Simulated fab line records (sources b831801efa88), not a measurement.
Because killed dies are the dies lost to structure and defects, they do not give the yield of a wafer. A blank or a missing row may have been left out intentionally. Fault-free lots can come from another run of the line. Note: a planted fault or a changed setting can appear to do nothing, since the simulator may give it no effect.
Comparing a struck lot with a sound one -- flow sky130 -- 43 steps out of a route of 708
Sound: these wafers, L136.2, L136.3, L136.5. Struck: wafers L139.3, L139.4, L139.6. The cause comes at the end.
Order at every step that has rows: each side's tool, ch and its chambers, its first start. Under that, the readings that differ: sound wafers -- struck wafers -- difference of the means -- sigmas: that difference in standard deviations of wafers without a fault.
alike: words and numbers the same on both sides, and readings whose means are apart by under 2 such deviations; not compared: readings that were withheld, readings missing a value for some wafer, numbers with overlapping values and no deviation given by the record, and bounds like >300 which may hide the same value.
A row with sigmas, a row that says differs or no value, or rows on one side alone: a step with any of these is where the two part. When numbers do not overlap yet have no deviation, they are printed without sigmas and do not part them. A reading missing from all wafers of one side parts the sides only when that side holds two or more wafers.

first, 1 step without rows for these wafers: SKY_POLY_GATE_CVD_00 (deposits poly-Si, target thk 180 nm, time 720 s).
SKY_POLY_GATE_THK_MEAS_01:
  sound on filmMetro-04 at day 14 22:22; struck on filmMetro-01 at day 16 04:35
  alike: POLY_GATE_CVD_00_THK
then, 8 steps without rows for these wafers: SKY_RES_PROTECT_DEHYDRATE_00 (time 60 s); SKY_RES_PROTECT_HMDS_01 (prime time 60 s); SKY_RES_PROTECT_COAT_02 (resist thk 1140 nm); SKY_RES_PROTECT_SOFTBAKE_03 (time 60 s); SKY_RES_PROTECT_EXPOSE_04 (exposes mask RPM, target cd 1270 nm); SKY_RES_PROTECT_PEB_05; SKY_RES_PROTECT_DEVELOP_06 (develop time 60 s); SKY_POLY_GATE_IMPLANT_02.
SKY_RES_PROTECT_STRIP_07: strips in O2/N2.
  sound on plasmaAsher-04 ch 0,1, day 16 01:52; struck on plasmaAsher-03 ch 0,1, day 17 09:56
  alike: drypumpMotorCurrentA, oesProductAu, stripTimeToEndpointS
  not compared: rfHoursCounterH
SKY_RES_PROTECT_TW_MEAS_08:
  sound on filmMetro-01 at day 16 01:59; struck on filmMetro-03 at day 17 10:01
  alike: POLY_GATE_TW
SKY_RES_PROTECT_CLEAN_09: cleans in SC1/SC2, time 150 s.
  sound on wetBench-02 ch 3, day 16 02:02; struck on wetBench-02 ch 2, day 17 10:03
then, 1 step without rows for these wafers: SKY_POLY_GATE_CVD_03 (deposits Si3N4 from DCS/NH3, target thk 75 nm, time 1290 s).
SKY_POLY_GATE_THK_MEAS_04:
  sound on filmMetro-04 at day 16 04:51; struck on filmMetro-02 at day 17 12:10
  alike: POLY_GATE_CVD_03_THK
then, 8 steps without rows for these wafers: SKY_POLY_GATE_DEHYDRATE_05 (time 60 s); SKY_POLY_GATE_HMDS_06 (prime time 60 s); SKY_POLY_GATE_COAT_07 (resist thk 110 nm); SKY_POLY_GATE_COAT_08 (resist thk 450 nm); SKY_POLY_GATE_SOFTBAKE_09 (time 90 s); SKY_POLY_GATE_EXPOSE_10 (exposes mask P1M, target cd 150 nm); SKY_POLY_GATE_PEB_11; SKY_POLY_GATE_DEVELOP_12 (develop time 60 s).
SKY_POLY_GATE_CD_MEAS_13: the cd target is 150 nm.
  sound on cdSem-02 at day 17 10:43; struck on cdSem-01 at day 18 18:01
  alike: cdNm
SKY_POLY_GATE_OVL_MEAS_14:
  sound on overlay-01 at day 17 10:49; struck on overlay-01 at day 18 18:06
  alike: POLY_GATE_OVL
SKY_POLY_GATE_ETCH_15: etches BARC in N2/H2, stops on SiO2, time 118.5 s, target depth 110 nm.
  sound on rieDiel-04 ch 0,1,2, day 17 10:51; struck on rieDiel-01 ch 0,2, day 18 18:08
  alike: drypumpMotorCurrentA, oesProductAu, throttleValvePct
  not compared: rfHoursCounterH
SKY_POLY_GATE_ETCH_16: etches Si3N4 in CH3F/O2, stops on poly-Si, time 147.5 s, target depth 75 nm.
  sound on rieDiel-04 ch 0,1,2, day 17 10:56; struck on rieDiel-01 ch 0,2, day 18 18:13
  alike: drypumpMotorCurrentA, oesProductAu, throttleValvePct
  not compared: rfHoursCounterH
SKY_POLY_GATE_ETCH_17: etches poly-Si in HBr/Cl2, stops on SiO2, target depth 180 nm, time 70.5 s.
  sound on rieSi-01 ch 1,3, day 17 11:02; struck on rieSi-02 ch 0,1,2, day 18 18:19
reading,sound,struck,difference,sigmas
oesProductAu (a.u.),0.988 0.980 0.976,0.997 1.006 0.995,+0.018,+2
  alike: drypumpMotorCurrentA, mfcCl2Sccm, throttleValvePct
  not compared: rfHoursCounterH
SKY_POLY_GATE_STRIP_18: strips in O2/N2.
  sound on plasmaAsher-02 ch 0,1, day 17 11:05; struck on plasmaAsher-04 ch 0,1, day 18 18:24
  alike: drypumpMotorCurrentA, oesProductAu, stripTimeToEndpointS
  not compared: rfHoursCounterH
then, 2 steps without rows for these wafers: SKY_POLY_GATE_CLEAN_19 (cleans in SC1/SC2, time 150 s); SKY_POLY_GATE_OXIDATION_20 (stabilise 600 s, purge 300 s, target thk 4 nm).
SKY_POLY_GATE_THK_MEAS_21:
  sound on filmMetro-04 at day 17 14:31; struck on filmMetro-04 at day 18 20:34
  alike: POLY_GATE_OXIDATION_THK
SKY_POLY_GATE_CD_MEAS_22:
  sound on cdSem-02 at day 17 14:35; struck on cdSem-01 at day 18 20:40
  alike: cdNm
then, 7 steps without rows for these wafers: SKY_LDD_N_DEHYDRATE_00 (time 60 s); SKY_LDD_N_HMDS_01 (prime time 60 s); SKY_LDD_N_COAT_02 (resist thk 300 nm); SKY_LDD_N_SOFTBAKE_03 (time 60 s); SKY_LDD_N_EXPOSE_04 (exposes mask NTM, target cd 840 nm); SKY_LDD_N_PEB_05; SKY_LDD_N_DEVELOP_06 (develop time 60 s).
SKY_LDD_N_OVL_MEAS_07:
  sound on overlay-01 at day 18 20:09; struck on overlay-01 at day 20 03:37
  alike: LDD_N_OVL
after that, 1 step had no rows for these wafers: SKY_LDD_N_IMPLANT_08.
-- here the record skips 27 days between the struck wafers' starts before and after, leaving off in module LDD_N and picking up in module PAD_OPEN (first step shown: number 708 of the route) --
SKY_PAD_OPEN_PROBE_99:
  sound on prober-01 at day 46 13:10; struck on prober-02 at day 47 09:19
reading,sound,struck,difference,sigmas
hold,- - -,awaitDispo/12.9h/release awaitDispo/12.9h/release awaitDispo/12.9h/release,no value on the sound wafers,
killedAtOther,0 0 0,24 25 22,+24,+34
killedDies,93 77 91,108 101 113,+20,+2
  alike: killed_at_M0_to_M3, killed_at_M4_up, killedAtContacts, killedAtFrontEnd, killedOpen, killedShort

== WHERE THEY PART ==
Earliest at SKY_POLY_GATE_ETCH_17; latest, in this record, at SKY_PAD_OPEN_PROBE_99.

WHY: whatever the simulator had introduced
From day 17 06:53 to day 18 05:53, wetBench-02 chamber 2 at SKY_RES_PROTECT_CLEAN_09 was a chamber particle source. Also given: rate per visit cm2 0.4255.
